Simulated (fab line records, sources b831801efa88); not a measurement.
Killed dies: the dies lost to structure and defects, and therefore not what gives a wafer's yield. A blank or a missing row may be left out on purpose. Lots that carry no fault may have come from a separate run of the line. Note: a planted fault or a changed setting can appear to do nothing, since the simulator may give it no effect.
A lot that was struck, set against a sound lot / flow sky130 / 16 out of 708 route steps
Sound: the wafers L606.2, L606.5, L606.6. The struck wafers were L605.1, L605.2, L605.3. At the end, the cause is stated.
Each step with rows lists, per side, the tool, then ch with its chambers, then its first start. Under that, the readings that differ: sound wafers / struck wafers / difference of the means / sigmas: that difference in standard deviations of wafers without a fault.
alike: words and numbers the same on both sides, and readings whose means are apart by under 2 such deviations; not compared: readings that were withheld, readings missing a value for some wafer, numbers with overlapping values and no deviation given by the record, and bounds like >300 which may hide the same value.
The two part at a step that has a row with sigmas, a row that says differs or no value, or rows on one side only. When numbers do not overlap yet have no deviation, they are printed without sigmas and do not part them. A reading that every wafer of one side lacks parts them only if that side has two wafers or more.

first, 5 steps without rows for these wafers: SKY_SONOS_TUNNEL_COAT_02 (resist thk 1140 nm); SKY_SONOS_TUNNEL_SOFTBAKE_03 (time 60 s); SKY_SONOS_TUNNEL_EXPOSE_04 (exposes mask TUNM, target cd 410 nm); SKY_SONOS_TUNNEL_PEB_05; SKY_SONOS_TUNNEL_DEVELOP_06 (develop time 60 s).
SKY_SONOS_TUNNEL_CD_MEAS_07: the cd target is 410 nm.
  sound on cd_sem-01 at day 15 02:35; struck on cd_sem-01 at day 14 14:52
  alike: cd_nm
SKY_SONOS_TUNNEL_OVL_MEAS_08:
  sound on overlay-01 at day 15 02:41; struck on overlay-02 at day 14 14:59
  alike: SONOS_TUNNEL_OVL
then, 3 steps without rows for these wafers: SKY_SONOS_TUNNEL_IMPLANT_09; SKY_SONOS_TUNNEL_WET_ETCH_10 (etches SiO2 in dHF, target depth 14 nm, time 280 s); SKY_SONOS_TUNNEL_STRIP_11 (strips in SPM, time 600 s).
SKY_SONOS_TUNNEL_TW_MEAS_12:
  sound on film_metro-03 at day 15 03:08; struck on film_metro-02 at day 14 15:26
reading=SONOS_TUNNEL_TW; sound=197.7 197.4 198.2; struck=202.3 201.9 202.0; difference=+4.3; sigmas=+3
then, 1 step without rows for these wafers: SKY_SONOS_TUNNEL_CLEAN_13 (cleans in dHF, time 20 s).
SKY_SONOS_ONO_OXIDATION_00: stabilise 600 s, purge 300 s, target thk 2.6 nm.
  sound on furnace-01 ch 0, day 15 03:12; struck on furnace-02 ch 0, day 14 15:30
reading=model.SiO2_of_SONOS_ONO_OXIDATION_00.thk_nm (nm); sound=2.674 2.627 2.642; struck=2.122 2.123 2.151; difference=-0.516; sigmas=
  alike: zone_power_upper_pct
SKY_SONOS_ONO_THK_MEAS_01:
  sound on film_metro-04 at day 15 04:34; struck on film_metro-01 at day 14 16:51
reading=SONOS_ONO_OXIDATION_THK (nm); sound=2.68 2.61 2.61; struck=2.14 2.11 2.17; difference=-0.49; sigmas=-9
then, 1 step without rows for these wafers: SKY_SONOS_ONO_CVD_02 (deposits Si3N4 from DCS/NH3, target thk 10.5 nm, time 180 s).
-- record jumps: 34 days separate the struck wafers' starts on either side; left off in module SONOS_ONO, taken up again in module PAD_OPEN, whose first shown step is the route's number 708 --
SKY_PAD_OPEN_PROBE_99:
  sound on prober-01 at day 48 15:39; struck on prober-02 at day 48 09:12
reading=model.etest.cap_ono.gate_log10_a_cm2; sound=-7.985 -8.121 -7.996; struck=-7.695 -7.642 -7.755; difference=+0.337; sigmas=
reading=model.etest.cap_ono.gate_bv_v (V); sound=16.59 16.74 16.46; struck=16.37 16.38 16.23; difference=-0.27; sigmas=
reading=model.etest.cap_ono.tox_acc_nm (nm); sound=12.86 13.04 12.93; struck=12.63 12.64 12.77; difference=-0.26; sigmas=
reading=model.etest.sonos_erased.vt_v (V); sound=-2.304 -2.243 -2.242; struck=-2.424 -2.454 -2.432; difference=-0.174; sigmas=
reading=model.etest.sonos_baked.vt_less_v (V); sound=-0.4614 -0.4457 -0.4834; struck=-0.5536 -0.6551 -0.6149; difference=-0.1444; sigmas=
  alike: killed_at_M0_to_M3, killed_at_M4_up, killed_at_contacts, killed_at_front_end, killed_at_other, killed_dies, killed_open, killed_short
  not compared: model.etest.sonos_erased.drive_ua_um

## WHERE THEY PART
At SKY_SONOS_TUNNEL_TW_MEAS_12 first; at SKY_SONOS_ONO_THK_MEAS_01 last (within this record only). Later steps at which nothing parts them and some readings are alike: SKY_PAD_OPEN_PROBE_99.

WHY: the cause the simulator had injected
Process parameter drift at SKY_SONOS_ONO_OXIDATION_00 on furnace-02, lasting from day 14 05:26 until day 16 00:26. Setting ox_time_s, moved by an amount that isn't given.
